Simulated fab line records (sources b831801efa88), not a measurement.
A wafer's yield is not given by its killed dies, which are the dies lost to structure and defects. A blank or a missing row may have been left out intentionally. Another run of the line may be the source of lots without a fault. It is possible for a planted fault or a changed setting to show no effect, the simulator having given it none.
One fault through the eyes of 2 desks + flow gf180mcu + each desk holds nothing but its own numbers, with what lay behind them at the end

== AT THE TOOL OWNER'S DESK: rtp_anneal-01 ==
The tool's own readings at GF_PSD_RTA_13 (time 20 s): means of the sampled wafers that have a number, for each lot that ran on this tool. If a lot's mean is further than 4 standard deviations from the usual mean, the lot is out of limits and carries the mark OUT (the distance appears in the brackets).
Columns: A = lamp_power_pct at GF_PSD_RTA_13, usual 33.6 %; B = wafer_temp_C_max at GF_PSD_RTA_13, usual 1029.0
| lot  | first seen here | A    | B                |
|------|-----------------|------|------------------|
| L918 | day 14 09:31    | 36.1 | 1029.0           |
| L919 | day 14 17:56    | 36.1 | 1028.8           |
| L920 | day 14 23:17    | 33.4 | 1000.4 (-33) OUT |
| L921 | day 15 15:56    | 33.4 | 1000.5 (-33) OUT |
| L937 | day 21 07:31    | 36.2 | 1028.5           |
| L938 | day 21 11:16    | 36.2 | 1029.0           |
| L939 | day 21 16:28    | 36.1 | 1030.3           |
| L940 | day 22 02:34    | 36.1 | 1029.5           |
| L941 | day 22 10:35    | 36.2 | 1028.9           |
This desk finds L920, L921 out of limits, L920 being first, at day 14 23:17 (wafer_temp_C_max at GF_PSD_RTA_13). L918, L919, L937, L938, L939, L940, L941 stayed within limits.

== THE METROLOGY DESK ==
What the gauges read, lot by lot, whatever tool the lot ran on: means of the sampled wafers that have a number. If a lot's mean is further than 4 standard deviations from the usual mean, the lot is out of limits and carries the mark OUT (the distance appears in the brackets).
Columns: A = HV_LDD_TW at GF_HV_LDD_TW_MEAS_11, usual 2412; B = cd_nm at GF_PSD_CD_MEAS_07, usual 399.8 nm; C = NSD_RS at GF_PSD_RS_MEAS_14, usual 46.11 ohm/sq; D = PSD_RS at GF_PSD_RS_MEAS_15, usual 108.50 ohm/sq
| lot  | first seen here | A    | B     | C               | D                |
|------|-----------------|------|-------|-----------------|------------------|
| L918 | day 10 03:52    | 2421 | 397.2 | 46.12           | 108.52           |
| L919 | day 10 11:11    | 2407 | 401.7 | 46.13           | 108.67           |
| L920 | day 10 16:22    | 2417 | 400.4 | 49.87 (+47) OUT | 128.85 (+81) OUT |
| L921 | day 11 04:14    | 2413 | 397.5 | 49.88 (+47) OUT | 129.05 (+82) OUT |
| L930 | day 13 19:39    | 2425 | 397.7 | 46.16           | 108.46           |
| L932 | day 14 12:06    | 2420 | 399.5 | 46.21           | 108.59           |
| L934 | day 15 01:56    | 2415 | 397.9 | 46.16           | 108.67           |
| L935 | day 15 07:42    | 2384 | 399.8 | 45.99           | 108.22           |
| L937 | day 16 03:13    | 2405 | 399.3 | 46.12           | 108.35           |
| L938 | day 16 06:40    | 2399 | 402.4 | 46.17           | 108.76           |
| L939 | day 16 11:37    | 2401 | 397.5 | 46.21           | 108.29           |
| L940 | day 16 22:31    | 2403 | 399.3 | 46.09           | 108.35           |
| L941 | day 17 05:26    | 2411 | 403.9 | 46.09           | 108.22           |
Per this desk, out of limits: L920, L921; the first was L920, day 14 23:23 (NSD_RS at GF_PSD_RS_MEAS_14). L918, L919, L930, L932, L934, L935, L937, L938, L939, L940, L941 stayed within limits.

== TAKEN TOGETHER ==
An alarm could have come from the tool owner's desk at day 14 23:17, on L920, L921.
L920, L921 would have let the metrology desk raise an alarm at day 14 23:23.
Of the lots named, all ran GF_PSD_RTA_13 on rtp_anneal-01.

== WHAT THE SIMULATOR PUT IN ==
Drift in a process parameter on rtp_anneal-01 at GF_PSD_RTA_13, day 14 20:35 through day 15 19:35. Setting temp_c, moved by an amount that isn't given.
Shown lots that were struck: L920, L921.
Delay (hours) between the fault's onset and each desk's first out-of-limits reading: 3 at the tool owner's desk, 3 at the metrology desk.
